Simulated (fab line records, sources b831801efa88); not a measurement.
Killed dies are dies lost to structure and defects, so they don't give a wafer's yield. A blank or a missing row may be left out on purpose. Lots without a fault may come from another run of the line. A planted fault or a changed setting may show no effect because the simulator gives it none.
Which tool did it? | flow gf180mcu | 12 lots, 36 wafers sampled, at 2 steps of a route of 602

WHAT THE GAUGES READ, wafer by wafer
GF_V2_RS_MEAS_24: measures by four-point-probe. Usual: V2_W_RS 0.327 ohm/sq, standard deviation 0.0044.
lot  | measured     | on            | V2_W_RS (ohm/sq)  | flag
L252 | day 20 07:46 | film_metro-03 | 0.331 0.331 0.324 |
L254 | day 21 08:13 | film_metro-04 | 0.327 0.325 0.323 |
L257 | day 22 13:32 | film_metro-03 | 0.334 0.323 0.335 |
L259 | day 23 02:04 | film_metro-01 | 0.320 0.323 0.321 |
L260 | day 23 08:37 | film_metro-03 | 0.326 0.326 0.327 |
L264 | day 24 21:56 | film_metro-01 | 0.325 0.330 0.330 |
L265 | day 25 01:35 | film_metro-03 | 0.334 0.324 0.327 |
L266 | day 25 10:50 | film_metro-03 | 0.328 0.334 0.326 |
L267 | day 25 19:49 | film_metro-04 | 0.325 0.326 0.325 |
L268 | day 25 22:43 | film_metro-03 | 0.329 0.328 0.325 |
L274 | day 27 22:07 | film_metro-03 | 0.321 0.323 0.329 |
L275 | day 28 02:02 | film_metro-01 | 0.322 0.332 0.321 |

GF_M3_THK_MEAS_06: measures by xrf. Usual: M3_ALCU_THK 447 nm, standard deviation 3.9.
lot  | measured     | on            | M3_ALCU_THK (nm) | flag
L252 | day 20 08:35 | film_metro-02 | 444 446 449      |
L254 | day 21 09:02 | film_metro-01 | 444 446 442      |
L257 | day 22 14:23 | film_metro-02 | 448 455 448      |
L259 | day 23 02:53 | film_metro-01 | 447 450 445      |
L260 | day 23 09:26 | film_metro-01 | 454 451 455      |
L264 | day 24 22:46 | film_metro-04 | 455 446 447      |
L265 | day 25 02:25 | film_metro-01 | 442 450 447      |
L266 | day 25 11:40 | film_metro-02 | 444 444 442      |
L267 | day 25 20:38 | film_metro-01 | 444 441 453      |
L268 | day 25 23:30 | film_metro-02 | 454 452 451      |
L274 | day 27 23:03 | film_metro-02 | 442 447 448      |
L275 | day 28 02:50 | film_metro-04 | 446 446 449      |

WHICH TOOL RAN EACH LOT (tool, then ch and the chambers of the sampled wafers, then the start)
The record holds no process step before these readings.

WHAT THE TOOLS THEMSELVES READ (means of the sampled wafers that have a number; where no wafer has one, the mark that the record gives instead)
The record holds no such reading with a usual standard deviation.

THE ANSWER, worked out from the rows above alone
Rule: a lot is off if the mean of its wafers that have a number lies more than 3 standard deviations from the usual mean. A lot without any number at a reading at which 4 lots or more have one is off too. The other lots that the step has rows for count as sound. The gauges are gone through in route order, then the tools' own readings, and for those a lot's mean is taken as printed above. The first step at which some lot is off is used, and at that step the reading that is off furthest; a lot without a number counts as furthest.
No lot is off at any reading shown: from this, nothing can be told.

WHAT THE SIMULATOR HAD PUT IN
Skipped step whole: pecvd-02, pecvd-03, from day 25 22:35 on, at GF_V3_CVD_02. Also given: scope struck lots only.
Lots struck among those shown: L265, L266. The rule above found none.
